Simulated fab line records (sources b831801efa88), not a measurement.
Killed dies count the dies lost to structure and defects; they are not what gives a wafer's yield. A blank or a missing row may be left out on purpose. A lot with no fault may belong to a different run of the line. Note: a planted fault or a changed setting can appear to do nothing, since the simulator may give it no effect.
What tool caused it? || flow gf180mcu || 14 lots with 42 wafers sampled at 6 steps, on a route of 602 steps

== WHAT EACH GAUGE READ, for each wafer ==
GF_VT_IMPLANT_RS_MEAS_46: a four-point-probe measurement. Usual: MVSD_RS typically reads 456.6 ohm/sq, with standard deviation 1.4.
{"lot": "L515", "measured": "day 7 15:17", "on": "film_metro-01", "MVSD_RS (ohm/sq)": "455.5 456.7 454.3", "flag": ""}
{"lot": "L516", "measured": "day 7 21:58", "on": "film_metro-03", "MVSD_RS (ohm/sq)": "455.3 454.8 456.4", "flag": ""}
{"lot": "L517", "measured": "day 8 01:23", "on": "film_metro-04", "MVSD_RS (ohm/sq)": "455.9 457.7 456.0", "flag": ""}
{"lot": "L519", "measured": "day 8 15:49", "on": "film_metro-04", "MVSD_RS (ohm/sq)": "457.4 456.4 457.0", "flag": ""}
{"lot": "L520", "measured": "day 8 18:34", "on": "film_metro-04", "MVSD_RS (ohm/sq)": "458.3 457.1 456.4", "flag": ""}
{"lot": "L521", "measured": "day 9 04:56", "on": "film_metro-04", "MVSD_RS (ohm/sq)": "454.6 456.1 455.2", "flag": ""}
{"lot": "L523", "measured": "day 9 18:41", "on": "film_metro-04", "MVSD_RS (ohm/sq)": "460.3 457.8 460.0", "flag": ""}
{"lot": "L524", "measured": "day 10 01:48", "on": "film_metro-03", "MVSD_RS (ohm/sq)": "453.2 454.6 452.9", "flag": ""}
{"lot": "L532", "measured": "day 12 01:26", "on": "film_metro-01", "MVSD_RS (ohm/sq)": "133.3 132.9 132.9", "flag": "OFF"}
{"lot": "L533", "measured": "day 12 13:37", "on": "film_metro-01", "MVSD_RS (ohm/sq)": "133.1 132.8 133.1", "flag": "OFF"}
{"lot": "L535", "measured": "day 13 00:16", "on": "film_metro-04", "MVSD_RS (ohm/sq)": "455.4 455.0 454.3", "flag": ""}
{"lot": "L536", "measured": "day 13 06:39", "on": "film_metro-01", "MVSD_RS (ohm/sq)": "456.1 457.1 456.2", "flag": ""}
{"lot": "L537", "measured": "day 13 13:19", "on": "film_metro-03", "MVSD_RS (ohm/sq)": "457.4 456.2 458.3", "flag": ""}
{"lot": "L538", "measured": "day 13 23:15", "on": "film_metro-04", "MVSD_RS (ohm/sq)": "456.9 455.4 457.0", "flag": ""}

GF_VT_IMPLANT_RS_MEAS_47: a four-point-probe measurement. Usual: NWELL_RS typically reads 488.1 ohm/sq, with standard deviation 1.3.
{"lot": "L515", "measured": "day 7 15:25", "on": "film_metro-01", "NWELL_RS (ohm/sq)": "487.4 489.1 486.7", "flag": ""}
{"lot": "L516", "measured": "day 7 22:05", "on": "film_metro-03", "NWELL_RS (ohm/sq)": "485.1 484.0 484.3", "flag": ""}
{"lot": "L517", "measured": "day 8 01:31", "on": "film_metro-04", "NWELL_RS (ohm/sq)": "486.7 487.5 488.0", "flag": ""}
{"lot": "L519", "measured": "day 8 15:56", "on": "film_metro-04", "NWELL_RS (ohm/sq)": "490.6 489.6 489.9", "flag": ""}
{"lot": "L520", "measured": "day 8 18:41", "on": "film_metro-04", "NWELL_RS (ohm/sq)": "485.9 488.4 487.8", "flag": ""}
{"lot": "L521", "measured": "day 9 05:03", "on": "film_metro-04", "NWELL_RS (ohm/sq)": "488.4 486.3 487.3", "flag": ""}
{"lot": "L523", "measured": "day 9 18:49", "on": "film_metro-04", "NWELL_RS (ohm/sq)": "488.0 488.0 488.2", "flag": ""}
{"lot": "L524", "measured": "day 10 01:55", "on": "film_metro-03", "NWELL_RS (ohm/sq)": "490.1 488.1 489.5", "flag": ""}
{"lot": "L532", "measured": "day 12 01:34", "on": "film_metro-01", "NWELL_RS (ohm/sq)": "133.2 133.3 133.1", "flag": "OFF"}
{"lot": "L533", "measured": "day 12 13:44", "on": "film_metro-01", "NWELL_RS (ohm/sq)": "133.2 133.1 133.3", "flag": "OFF"}
{"lot": "L535", "measured": "day 13 00:23", "on": "film_metro-04", "NWELL_RS (ohm/sq)": "487.0 487.4 487.8", "flag": ""}
{"lot": "L536", "measured": "day 13 06:46", "on": "film_metro-01", "NWELL_RS (ohm/sq)": "487.8 488.0 486.3", "flag": ""}
{"lot": "L537", "measured": "day 13 13:26", "on": "film_metro-03", "NWELL_RS (ohm/sq)": "488.2 488.0 486.3", "flag": ""}
{"lot": "L538", "measured": "day 13 23:22", "on": "film_metro-04", "NWELL_RS (ohm/sq)": "489.9 488.8 490.2", "flag": ""}

GF_VT_IMPLANT_RS_MEAS_48: a four-point-probe measurement. Usual: LVPWELL_RS typically reads 1198 ohm/sq, with standard deviation 3.2.
{"lot": "L515", "measured": "day 7 15:32", "on": "film_metro-01", "LVPWELL_RS (ohm/sq)": "1197 1197 1196", "flag": ""}
{"lot": "L516", "measured": "day 7 22:12", "on": "film_metro-03", "LVPWELL_RS (ohm/sq)": "1196 1201 1195", "flag": ""}
{"lot": "L517", "measured": "day 8 01:38", "on": "film_metro-04", "LVPWELL_RS (ohm/sq)": "1198 1196 1199", "flag": ""}
{"lot": "L519", "measured": "day 8 16:04", "on": "film_metro-04", "LVPWELL_RS (ohm/sq)": "1194 1194 1194", "flag": ""}
{"lot": "L520", "measured": "day 8 18:48", "on": "film_metro-04", "LVPWELL_RS (ohm/sq)": "1198 1195 1199", "flag": ""}
{"lot": "L521", "measured": "day 9 05:10", "on": "film_metro-04", "LVPWELL_RS (ohm/sq)": "1199 1202 1201", "flag": ""}
{"lot": "L523", "measured": "day 9 18:56", "on": "film_metro-04", "LVPWELL_RS (ohm/sq)": "1202 1204 1201", "flag": ""}
{"lot": "L524", "measured": "day 10 02:02", "on": "film_metro-03", "LVPWELL_RS (ohm/sq)": "1193 1193 1189", "flag": ""}
{"lot": "L532", "measured": "day 12 01:41", "on": "film_metro-01", "LVPWELL_RS (ohm/sq)": "133 133 133", "flag": "OFF"}
{"lot": "L533", "measured": "day 12 13:51", "on": "film_metro-01", "LVPWELL_RS (ohm/sq)": "133 133 133", "flag": "OFF"}
{"lot": "L535", "measured": "day 13 00:31", "on": "film_metro-04", "LVPWELL_RS (ohm/sq)": "1197 1198 1197", "flag": ""}
{"lot": "L536", "measured": "day 13 06:53", "on": "film_metro-01", "LVPWELL_RS (ohm/sq)": "1198 1199 1198", "flag": ""}
{"lot": "L537", "measured": "day 13 13:34", "on": "film_metro-03", "LVPWELL_RS (ohm/sq)": "1199 1198 1201", "flag": ""}
{"lot": "L538", "measured": "day 13 23:29", "on": "film_metro-04", "LVPWELL_RS (ohm/sq)": "1193 1194 1195", "flag": ""}

GF_V3_CD_MEAS_14: target cd 260 nm. Usual: cd_nm reads 259.5 nm (standard deviation 1.2).
{"lot": "L515", "measured": "day 22 09:53", "on": "cd_sem-01", "cd_nm (nm)": "257.0 259.0 258.9", "flag": ""}
{"lot": "L516", "measured": "day 23 03:04", "on": "cd_sem-02", "cd_nm (nm)": "261.7 260.9 259.9", "flag": ""}
{"lot": "L517", "measured": "day 23 04:32", "on": "cd_sem-02", "cd_nm (nm)": "260.3 261.2 259.3", "flag": ""}
{"lot": "L519", "measured": "day 23 21:58", "on": "cd_sem-01", "cd_nm (nm)": "258.7 257.8 258.0", "flag": ""}
{"lot": "L520", "measured": "day 24 06:56", "on": "cd_sem-01", "cd_nm (nm)": "259.4 259.6 259.4", "flag": ""}
{"lot": "L521", "measured": "day 24 19:32", "on": "cd_sem-01", "cd_nm (nm)": "260.0 261.0 260.2", "flag": ""}
{"lot": "L523", "measured": "day 25 16:05", "on": "cd_sem-01", "cd_nm (nm)": "259.8 260.4 260.3", "flag": ""}
{"lot": "L524", "measured": "day 25 13:28", "on": "cd_sem-02", "cd_nm (nm)": "262.0 260.2 260.2", "flag": ""}
{"lot": "L535", "measured": "day 28 17:01", "on": "cd_sem-01", "cd_nm (nm)": "261.9 261.5 259.8", "flag": ""}
{"lot": "L536", "measured": "day 29 00:03", "on": "cd_sem-02", "cd_nm (nm)": "260.0 259.9 260.4", "flag": ""}
{"lot": "L537", "measured": "day 29 05:49", "on": "cd_sem-02", "cd_nm (nm)": "258.6 257.5 257.9", "flag": ""}
{"lot": "L538", "measured": "day 29 17:07", "on": "cd_sem-01", "cd_nm (nm)": "259.0 259.0 258.6", "flag": ""}

== TOOL THAT RAN EACH LOT (tool first, then ch and the chambers of the sampled wafers, then the start) ==
{"lot": "L515", "GF_VT_IMPLANT_RTA_45": "rtp_anneal-02 ch 0, day 7 15:11", "GF_V2_SPUTTER_22": "pvd_sputter-04, day 20 08:50"}
{"lot": "L516", "GF_VT_IMPLANT_RTA_45": "rtp_anneal-01 ch 0, day 7 21:51", "GF_V2_SPUTTER_22": "pvd_sputter-04, day 21 02:26"}
{"lot": "L517", "GF_VT_IMPLANT_RTA_45": "rtp_anneal-02 ch 0, day 8 01:17", "GF_V2_SPUTTER_22": "pvd_sputter-03, day 21 04:04"}
{"lot": "L519", "GF_VT_IMPLANT_RTA_45": "rtp_anneal-01 ch 0, day 8 15:43", "GF_V2_SPUTTER_22": "pvd_sputter-04, day 21 22:23"}
{"lot": "L520", "GF_VT_IMPLANT_RTA_45": "rtp_anneal-02 ch 0, day 8 18:28", "GF_V2_SPUTTER_22": "pvd_sputter-04, day 22 08:04"}
{"lot": "L521", "GF_VT_IMPLANT_RTA_45": "rtp_anneal-02 ch 0, day 9 04:50", "GF_V2_SPUTTER_22": "pvd_sputter-03, day 22 21:30"}
{"lot": "L523", "GF_VT_IMPLANT_RTA_45": "rtp_anneal-02 ch 0, day 9 18:35", "GF_V2_SPUTTER_22": "pvd_sputter-03, day 23 19:07"}
{"lot": "L524", "GF_VT_IMPLANT_RTA_45": "rtp_anneal-01 ch 0, day 10 01:42", "GF_V2_SPUTTER_22": "pvd_sputter-03, day 23 15:39"}
{"lot": "L532", "GF_VT_IMPLANT_RTA_45": "rtp_anneal-02, day 12 01:20", "GF_V2_SPUTTER_22": "-"}
{"lot": "L533", "GF_VT_IMPLANT_RTA_45": "rtp_anneal-02, day 12 13:30", "GF_V2_SPUTTER_22": "-"}
{"lot": "L535", "GF_VT_IMPLANT_RTA_45": "rtp_anneal-01 ch 0, day 13 00:10", "GF_V2_SPUTTER_22": "pvd_sputter-03, day 26 22:48"}
{"lot": "L536", "GF_VT_IMPLANT_RTA_45": "rtp_anneal-02 ch 0, day 13 06:33", "GF_V2_SPUTTER_22": "pvd_sputter-03, day 27 05:52"}
{"lot": "L537", "GF_VT_IMPLANT_RTA_45": "rtp_anneal-01 ch 0, day 13 13:13", "GF_V2_SPUTTER_22": "pvd_sputter-03, day 27 12:02"}
{"lot": "L538", "GF_VT_IMPLANT_RTA_45": "rtp_anneal-02 ch 0, day 13 23:07", "GF_V2_SPUTTER_22": "pvd_sputter-03, day 28 00:25"}
- GF_VT_IMPLANT_RTA_45: time 30 s.
- GF_V2_SPUTTER_22: material TiN, target thk 10 nm, time 40 s.

== AS READ BY THE TOOLS THEMSELVES (means over the sampled wafers that have a number; for cases with no such wafer, the mark the record gives instead) ==
GF_VT_IMPLANT_RTA_45. Usual: anneal_temp_c_max 1054.5, standard deviation 0.84; chamber_o2_ppm 2.001, standard deviation 0.021; lamp_power_pct 37 %, standard deviation 3.8; wafer_temp_C_max 1059.2, standard deviation 1.6.
{"lot": "L515", "tool": "rtp_anneal-02", "anneal_temp_c_max": 1054.2, "chamber_o2_ppm": 2.033, "lamp_power_pct (%)": 34, "wafer_temp_C_max": 1058.3, "flag": ""}
{"lot": "L516", "tool": "rtp_anneal-01", "anneal_temp_c_max": 1054.7, "chamber_o2_ppm": 1.990, "lamp_power_pct (%)": 43, "wafer_temp_C_max": 1059.3, "flag": ""}
{"lot": "L517", "tool": "rtp_anneal-02", "anneal_temp_c_max": 1053.8, "chamber_o2_ppm": 2.007, "lamp_power_pct (%)": 34, "wafer_temp_C_max": 1058.1, "flag": ""}
{"lot": "L519", "tool": "rtp_anneal-01", "anneal_temp_c_max": 1054.4, "chamber_o2_ppm": 1.998, "lamp_power_pct (%)": 43, "wafer_temp_C_max": 1058.4, "flag": ""}
{"lot": "L520", "tool": "rtp_anneal-02", "anneal_temp_c_max": 1054.3, "chamber_o2_ppm": 2.021, "lamp_power_pct (%)": 34, "wafer_temp_C_max": 1059.5, "flag": ""}
{"lot": "L521", "tool": "rtp_anneal-02", "anneal_temp_c_max": 1054.1, "chamber_o2_ppm": 1.990, "lamp_power_pct (%)": 34, "wafer_temp_C_max": 1060.4, "flag": ""}
{"lot": "L523", "tool": "rtp_anneal-02", "anneal_temp_c_max": 1054.0, "chamber_o2_ppm": 2.019, "lamp_power_pct (%)": 34, "wafer_temp_C_max": 1060.7, "flag": ""}
{"lot": "L524", "tool": "rtp_anneal-01", "anneal_temp_c_max": 1053.8, "chamber_o2_ppm": 1.995, "lamp_power_pct (%)": 43, "wafer_temp_C_max": 1059.8, "flag": ""}
{"lot": "L532", "tool": "rtp_anneal-02", "anneal_temp_c_max": "-", "chamber_o2_ppm": "-", "lamp_power_pct (%)": "-", "wafer_temp_C_max": "-", "flag": "OFF"}
{"lot": "L533", "tool": "rtp_anneal-02", "anneal_temp_c_max": "-", "chamber_o2_ppm": "-", "lamp_power_pct (%)": "-", "wafer_temp_C_max": "-", "flag": "OFF"}
{"lot": "L535", "tool": "rtp_anneal-01", "anneal_temp_c_max": 1054.8, "chamber_o2_ppm": 2.010, "lamp_power_pct (%)": 43, "wafer_temp_C_max": 1059.6, "flag": ""}
{"lot": "L536", "tool": "rtp_anneal-02", "anneal_temp_c_max": 1053.9, "chamber_o2_ppm": 1.985, "lamp_power_pct (%)": 34, "wafer_temp_C_max": 1063.6, "flag": ""}
{"lot": "L537", "tool": "rtp_anneal-01", "anneal_temp_c_max": 1053.9, "chamber_o2_ppm": 2.005, "lamp_power_pct (%)": 43, "wafer_temp_C_max": 1058.5, "flag": ""}
{"lot": "L538", "tool": "rtp_anneal-02", "anneal_temp_c_max": 1054.4, "chamber_o2_ppm": 1.998, "lamp_power_pct (%)": 34, "wafer_temp_C_max": 1057.7, "flag": ""}

GF_V2_SPUTTER_22. Usual: cathode_dc_power_W 4000.0 W, standard deviation 0.71; throttle_valve_pct 29.8 %, standard deviation 0.9.
{"lot": "L515", "tool": "pvd_sputter-04", "cathode_dc_power_W (W)": 3999.4, "throttle_valve_pct (%)": 30.5, "flag": ""}
{"lot": "L516", "tool": "pvd_sputter-04", "cathode_dc_power_W (W)": 4000.2, "throttle_valve_pct (%)": 30.4, "flag": ""}
{"lot": "L517", "tool": "pvd_sputter-03", "cathode_dc_power_W (W)": 4000.2, "throttle_valve_pct (%)": 29.3, "flag": ""}
{"lot": "L519", "tool": "pvd_sputter-04", "cathode_dc_power_W (W)": 4000.3, "throttle_valve_pct (%)": 31.1, "flag": ""}
{"lot": "L520", "tool": "pvd_sputter-04", "cathode_dc_power_W (W)": 4001.0, "throttle_valve_pct (%)": 31.1, "flag": ""}
{"lot": "L521", "tool": "pvd_sputter-03", "cathode_dc_power_W (W)": 4000.1, "throttle_valve_pct (%)": 29.8, "flag": ""}
{"lot": "L523", "tool": "pvd_sputter-03", "cathode_dc_power_W (W)": 3999.4, "throttle_valve_pct (%)": 29.1, "flag": ""}
{"lot": "L524", "tool": "pvd_sputter-03", "cathode_dc_power_W (W)": 4000.0, "throttle_valve_pct (%)": 29.6, "flag": ""}
{"lot": "L535", "tool": "pvd_sputter-03", "cathode_dc_power_W (W)": 4000.9, "throttle_valve_pct (%)": 30.0, "flag": ""}
{"lot": "L536", "tool": "pvd_sputter-03", "cathode_dc_power_W (W)": 4000.2, "throttle_valve_pct (%)": 29.9, "flag": ""}
{"lot": "L537", "tool": "pvd_sputter-03", "cathode_dc_power_W (W)": 4000.0, "throttle_valve_pct (%)": 29.3, "flag": ""}
{"lot": "L538", "tool": "pvd_sputter-03", "cathode_dc_power_W (W)": 4000.0, "throttle_valve_pct (%)": 29.4, "flag": ""}

== THE ANSWER, worked out from the rows above alone ==
Rule: a lot counts as off when the mean over its wafers that have a number is more than 3 standard deviations away from the usual mean. A lot without any number at a reading at which 4 lots or more have one is off too. All remaining lots with rows at the step are treated as sound. Order of review: gauges by route order, followed by the tools' own readings, for which a lot's mean as printed above is used. At the first step where some lot is off, the reading lying furthest off is the one used; lots without a number count as furthest.
Off: L532, L533, seen at GF_VT_IMPLANT_RS_MEAS_46 (MVSD_RS).
A tool fits if, at a process step before that reading, it ran every lot that is off, and no sound lot after the first of them. Not tried: the gauges at GF_VT_IMPLANT_RS_MEAS_46; whatever is off there is also off at GF_VT_IMPLANT_RTA_45, on other tools, and gauge error can't account for it. No candidate that was tried fits.

== WHAT THE SIMULATOR PUT IN ==
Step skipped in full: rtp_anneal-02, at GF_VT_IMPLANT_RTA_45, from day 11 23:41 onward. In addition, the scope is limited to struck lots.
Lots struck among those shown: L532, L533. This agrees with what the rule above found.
